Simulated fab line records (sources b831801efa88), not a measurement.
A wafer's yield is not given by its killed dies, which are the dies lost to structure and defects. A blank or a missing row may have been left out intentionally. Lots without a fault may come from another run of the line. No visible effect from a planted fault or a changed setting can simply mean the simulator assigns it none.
A lot that was struck, set against a sound lot :: flow gf180mcu :: 17 out of 602 route steps
Sound: wafers L581.1, L581.2, L581.3. Struck: wafer L586.6. (L586.3, L586.5 of the same lot were not struck and are left out.) The cause comes at the end.
For every step that has rows: the tool of each side, followed by ch and its chambers, followed by its first start. Under that, the readings that differ: sound wafers :: struck wafers :: difference of the means :: sigmas: that difference in standard deviations of wafers without a fault.
alike: readings whose means differ by less than 2 such deviations, and words and numbers that are the same on both sides. not compared: withheld readings, readings that some wafer has no value for, bounds like >300 that may hide the same value, and numbers for which the record gives no deviation and whose values overlap.
The two part at a step that has a row with sigmas, a row that says differs or no value, or rows on one side only. Non-overlapping numbers with no deviation appear without sigmas and do not part them. Lack of a reading on every wafer of one side parts them only where that side has two or more wafers.

first, 4 steps without rows for these wafers: GF_M3_SOFTBAKE_10 (time 60 s); GF_M3_EXPOSE_11 (exposes mask Metal3, target cd 280 nm); GF_M3_PEB_12 (peb time 90 s); GF_M3_DEVELOP_13 (develop time 60 s).
GF_M3_CD_MEAS_14: the cd target is 280 nm.
  sound on cd_sem-02 at day 25 18:40; struck on cd_sem-02 at day 27 03:07
  alike: cd_nm
GF_M3_OVL_MEAS_15:
  sound on overlay-01 at day 25 18:47; struck on overlay-02 at day 27 03:12
  alike: M3_OVL
GF_M3_METAL_ETCH_16: etches the open film in Cl2/BCl3, stops on SiO2, target depth 750.8 nm, time 125.1 s.
  sound on rie_metal-01 ch 0,1, day 25 18:49; struck on rie_metal-02 ch 0, day 27 03:16
  alike: drypump_motor_current_A, he_backside_leak_sccm, oes_product_au, rf_fwd_power_W, throttle_valve_pct
  not compared: rf_hours_counter_h
GF_M3_STRIP_17: strips in O2/N2.
  sound on plasma_asher-03 ch 0,1, day 25 18:56; struck on plasma_asher-03 ch 0, day 27 03:23
  alike: drypump_motor_current_A, heater_power_w, n2_flow_sccm, oes_product_au, strip_time_to_endpoint_s
  not compared: rf_hours_counter_h
then, 3 steps without rows for these wafers: GF_M3_STRIP_18 (strips in post etch residue remover, time 1200 s); GF_M3_CLEAN_19 (cleans in DIW); GF_V3_CVD_00 (deposits SiO2, target thk 600 nm, time 100 s).
GF_V3_THK_MEAS_01:
  sound on film_metro-02 at day 25 19:33; struck on film_metro-04 at day 27 04:20
  alike: V3_CVD_00_THK
GF_V3_CVD_02: deposits SiO2 from TEOS, target thk 850 nm, time 94.851 s.
  sound on pecvd-02 ch 0,1,2, day 25 19:37; struck on pecvd-02 ch 1, day 27 04:22
reading: model.SiO2_of_V3_CVD_02.thk_nm (nm)
sound: 839.1 837.4 843.5
struck: 971.2
difference: +131.2
sigmas: 
  alike: heater_power_w, rf_fwd_power_W
  not compared: since_wet_clean_h
GF_V3_THK_MEAS_03:
  sound on film_metro-04 at day 25 19:41; struck on film_metro-02 at day 27 04:28
reading: V3_CVD_02_THK (nm)
sound: 840 838 843
struck: 971
difference: +131
sigmas: +13
GF_V3_CMP_04: polishes SiO2.
  sound on cmp-01 ch 0,1,2, day 25 19:44; struck on cmp-02 ch 2, day 27 04:37
reading: time_to_endpoint_s (s)
sound: 79 78 75
struck: 129
difference: +52
sigmas: +11
  alike: edge_zone_pressure_frac, motor_current_A
GF_V3_BOW_MEAS_05:
  sound on film_metro-02 at day 25 20:02; struck on film_metro-02 at day 27 04:51
  alike: V3_BOW
following that, these wafers have no rows for 1 step: GF_PASSIVATION_PROBE_99.

WHERE THEY PART
At GF_V3_THK_MEAS_03 first; at GF_V3_CMP_04 last (within this record only). Later steps at which nothing parts them and some readings are alike: GF_V3_BOW_MEAS_05.

WHY: whatever the simulator had introduced
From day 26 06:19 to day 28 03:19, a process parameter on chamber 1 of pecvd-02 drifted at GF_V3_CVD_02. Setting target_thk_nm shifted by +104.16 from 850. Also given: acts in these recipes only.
